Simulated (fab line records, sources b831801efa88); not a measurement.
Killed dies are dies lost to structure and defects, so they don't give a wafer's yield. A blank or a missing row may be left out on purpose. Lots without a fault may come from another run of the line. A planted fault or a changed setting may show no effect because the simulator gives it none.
Which tool did it? | flow sfq_line | 14 lots, 42 wafers sampled, at 4 steps of a route of 325

WHAT THE GAUGES READ, wafer by wafer
The record holds no reading of a measuring or inspecting step that can be judged against a usual standard deviation.

WHICH TOOL RAN EACH LOT (tool, then ch and the chambers of the sampled wafers, then the start)
lot  | SFQ_TRILAYER_I3_VIA_STRIP_STRIP_089 | SFQ_TRILAYER_JJ_TRILAYER_DEP_SPUTTER_109 | SFQ_TRILAYER_JJ_CE_LITHO_COAT_119 | SFQ_TRILAYER_R5_ETCH_METAL_ETCH_139
L112 | rie_metal-03 ch 1, day 32 19:55     | pvd_sputter-06, day 38 14:51             | litho_track-02 ch 0, day 38 16:13 | rie_metal-03 ch 0,1, day 48 01:50
L113 | rie_metal-03 ch 0,1, day 33 01:55   | pvd_sputter-03, day 38 23:15             | litho_track-02 ch 0, day 39 00:37 | rie_metal-03 ch 0,1, day 48 16:20
L114 | rie_metal-02 ch 0,1, day 33 07:55   | pvd_sputter-03, day 39 02:51             | litho_track-02 ch 0, day 39 04:13 | rie_metal-04 ch 0,1, day 49 02:11
L115 | rie_metal-01 ch 0,1, day 33 11:31   | pvd_sputter-04, day 39 07:39             | litho_track-02 ch 0, day 39 09:04 | rie_metal-03 ch 0,1, day 49 05:47
L116 | rie_metal-01 ch 0,1, day 34 00:49   | pvd_sputter-06, day 39 22:03             | litho_track-03 ch 0, day 39 23:28 | rie_metal-04 ch 0,1, day 50 04:35
L117 | rie_metal-03 ch 0,1, day 34 02:13   | pvd_sputter-04, day 40 00:27             | litho_track-04 ch 0, day 40 01:55 | rie_metal-01 ch 0,1, day 50 09:24
L119 | rie_metal-01 ch 0,1, day 34 23:37   | pvd_sputter-03, day 41 05:21             | litho_track-04 ch 0, day 41 06:43 | rie_metal-04 ch 0, day 51 02:56
L120 | rie_metal-02 ch 0,1, day 36 06:49   | pvd_sputter-03, day 42 01:45             | litho_track-04 ch 0, day 42 03:07 | rie_metal-01 ch 0,1, day 51 04:08
L121 | rie_metal-03 ch 0,1, day 36 17:25   | pvd_sputter-04, day 43 02:29             | litho_track-04 ch 0, day 43 03:51 | rie_metal-03 ch 0,1, day 51 05:20
L122 | rie_metal-02 ch 0,1, day 36 21:01   | pvd_sputter-04, day 43 08:29             | litho_track-03 ch 0, day 43 09:51 | rie_metal-01 ch 0,1, day 56 21:05
L129 | rie_metal-02 ch 0,1, day 40 09:15   | pvd_sputter-04, day 46 21:21             | litho_track-03 ch 0, day 46 22:46 | rie_metal-01 ch 0,1, day 61 22:44
L130 | rie_metal-01 ch 0,1, day 40 17:39   | pvd_sputter-04, day 47 09:56             | litho_track-04 ch 0, day 47 11:18 | rie_metal-04 ch 0, day 62 08:23
L131 | rie_metal-01 ch 0,1, day 41 10:33   | pvd_sputter-04, day 48 01:32             | litho_track-02 ch 0, day 48 02:57 | rie_metal-03 ch 1, day 63 05:43
L133 | rie_metal-02 ch 0,1, day 42 04:33   | pvd_sputter-06, day 49 13:53             | litho_track-03 ch 0, day 49 15:14 | rie_metal-01 ch 0, day 64 21:23
- SFQ_TRILAYER_I3_VIA_STRIP_STRIP_089: strips in O2.
- SFQ_TRILAYER_JJ_TRILAYER_DEP_SPUTTER_109: material Nb, target thk 150 nm, time 100 s.
- SFQ_TRILAYER_JJ_CE_LITHO_COAT_119: resist thk 62 nm.
- SFQ_TRILAYER_R5_ETCH_METAL_ETCH_139: etches the open film in Cl2, stops on SiO2, target depth 60 nm, time 40 s.

WHAT THE TOOLS THEMSELVES READ (means of the sampled wafers that have a number; where no wafer has one, the mark that the record gives instead)
SFQ_TRILAYER_I3_VIA_STRIP_STRIP_089.
lot  | tool         | drypump_motor_current_A (A) | oes_product_au (a.u.)
L112 | rie_metal-03 | 5.95                        | 0.989
L113 | rie_metal-03 | 5.90                        | 1.002
L114 | rie_metal-02 | 5.83                        | 1.000
L115 | rie_metal-01 | 5.79                        | 0.988
L116 | rie_metal-01 | 5.77                        | 0.991
L117 | rie_metal-03 | 5.91                        | 1.002
L119 | rie_metal-01 | 5.78                        | 0.991
L120 | rie_metal-02 | 6.04                        | 0.998
L121 | rie_metal-03 | 5.88                        | 1.003
L122 | rie_metal-02 | 6.02                        | 0.996
L129 | rie_metal-02 | 5.83                        | 0.998
L130 | rie_metal-01 | 5.82                        | 0.984
L131 | rie_metal-01 | 5.80                        | 0.988
L133 | rie_metal-02 | 5.81                        | 0.994

SFQ_TRILAYER_JJ_TRILAYER_DEP_SPUTTER_109.
lot  | tool           | throttle_valve_pct (%)
L112 | pvd_sputter-06 | 31.6
L113 | pvd_sputter-03 | 29.4
L114 | pvd_sputter-03 | 29.3
L115 | pvd_sputter-04 | 30.2
L116 | pvd_sputter-06 | 31.1
L117 | pvd_sputter-04 | 30.2
L119 | pvd_sputter-03 | 28.7
L120 | pvd_sputter-03 | 28.6
L121 | pvd_sputter-04 | 29.7
L122 | pvd_sputter-04 | 30.3
L129 | pvd_sputter-04 | 30.2
L130 | pvd_sputter-04 | 29.8
L131 | pvd_sputter-04 | 30.2
L133 | pvd_sputter-06 | 31.6

SFQ_TRILAYER_JJ_CE_LITHO_COAT_119.
lot  | tool           | exhaust_pa (Pa) | spin_speed_rpm (rpm)
L112 | litho_track-02 | 44.6            | 2998.6
L113 | litho_track-02 | 45.9            | 2997.6
L114 | litho_track-02 | 44.9            | 3000.9
L115 | litho_track-02 | 43.8            | 2999.2
L116 | litho_track-03 | 44.5            | 3001.6
L117 | litho_track-04 | 44.6            | 3000.5
L119 | litho_track-04 | 45.2            | 2997.8
L120 | litho_track-04 | 45.5            | 2891.5
L121 | litho_track-04 | 44.8            | 2889.0
L122 | litho_track-03 | 44.9            | 3001.5
L129 | litho_track-03 | 45.2            | 2999.4
L130 | litho_track-04 | 45.1            | 2998.6
L131 | litho_track-02 | 45.3            | 3001.0
L133 | litho_track-03 | 44.8            | 2998.6

SFQ_TRILAYER_R5_ETCH_METAL_ETCH_139.
lot  | tool         | drypump_motor_current_A (A) | oes_product_au (a.u.)
L112 | rie_metal-03 | 5.90                        | 0.985
L113 | rie_metal-03 | 5.88                        | 0.990
L114 | rie_metal-04 | 6.04                        | 0.995
L115 | rie_metal-03 | 5.91                        | 0.988
L116 | rie_metal-04 | 5.76                        | 0.990
L117 | rie_metal-01 | 5.83                        | 0.989
L119 | rie_metal-04 | 6.37                        | 0.992
L120 | rie_metal-01 | 5.81                        | 0.986
L121 | rie_metal-03 | 5.91                        | 0.983
L122 | rie_metal-01 | 5.83                        | 0.990
L129 | rie_metal-01 | 5.82                        | 0.987
L130 | rie_metal-04 | 6.42                        | 0.991
L131 | rie_metal-03 | 5.94                        | 0.984
L133 | rie_metal-01 | 5.75                        | 0.995

THE ANSWER, worked out from the rows above alone
Rule: what is usual is taken from the lots themselves. Put in order of their means at a reading, lots are off if they are a third of the lots or fewer, leave a main group of 4 or more, and stand apart from it by a gap of 3 or more times the standard deviation of the main group's means; of several such gaps the widest counts. A main group whose means are all the same, to the digits that the tables above print for the reading, isn't used. A lot without any number at a reading at which 4 lots or more have one is off too. The other lots that the step has rows for count as sound. The gauges are gone through in route order, then the tools' own readings, and for those a lot's mean is taken as printed above. The first step at which some lot is off is used, and at that step the reading that is off furthest; a lot without a number counts as furthest.
Off: L120, L121, at SFQ_TRILAYER_JJ_CE_LITHO_COAT_119 (spin_speed_rpm). The main group: mean 2999.6 rpm, standard deviation 1.4.
A tool fits if, at that step or a process step before it, it ran every lot that is off, and no sound lot after the first of them. None of those tried fits.

WHAT THE SIMULATOR HAD PUT IN
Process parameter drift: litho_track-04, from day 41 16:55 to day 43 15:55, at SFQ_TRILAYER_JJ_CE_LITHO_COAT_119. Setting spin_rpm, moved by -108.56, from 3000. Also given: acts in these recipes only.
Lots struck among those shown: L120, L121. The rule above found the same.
